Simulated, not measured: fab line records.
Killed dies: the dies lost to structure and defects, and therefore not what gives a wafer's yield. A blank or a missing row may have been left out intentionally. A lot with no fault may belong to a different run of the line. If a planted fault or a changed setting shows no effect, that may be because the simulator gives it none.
Matching of chambers	flow gf180mcu	GF_SAB_CVD_00 on pecvd-04: 3 sister chambers
The step deposits SiO2 from TEOS, target thk 50 nm, time 4.9302 s. 3 wafers are shown with their chamber, then 11 later ones without.

WAFERS, EACH WITH ITS CHAMBER
wafer	chamber	heater_power_w (W)
L082.6	1	543
L083.5	2	713
L084.1	0	435

WAFERS WHOSE CHAMBER IS MISSING
wafer	heater_power_w (W)
L084.2	619
L084.3	733
L084.4	446
L084.5	719
L084.6	621
L089.2	466
L089.5	531
L089.6	672
L091.2	440
L091.5	572
L091.6	454

WHICH CHAMBER EACH WENT THROUGH
wafer	from the rows above	in truth
L084.2	can't be placed: 1 or 2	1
L084.3	2	2
L084.4	0	0
L084.5	2	2
L084.6	can't be placed: 1 or 2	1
L089.2	can't be placed: 0 or 1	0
L089.5	1	1
L089.6	2	2
L091.2	0	0
L091.5	1	1
L091.6	can't be placed: 0 or 1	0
Placed correctly: 7 of 11. Not placeable from these rows: 4 (in 4, the candidates include the true chamber). Number placed wrongly: 0.
How it was worked out, from the rows above alone: a wafer's distance from a chamber is the root of the sum, over the readings, of the square of ((its reading less the chamber's mean) divided by the reading's scatter). If the next closest chamber is less than 2 further off than the closest, the wafer can't be placed; otherwise it belongs to the closest. For every chamber, the mean is computed from those of its wafers that are shown. The scatter: with one shown wafer a chamber, the root of the mean of the squares of how far each hidden wafer lies from its nearest shown one.
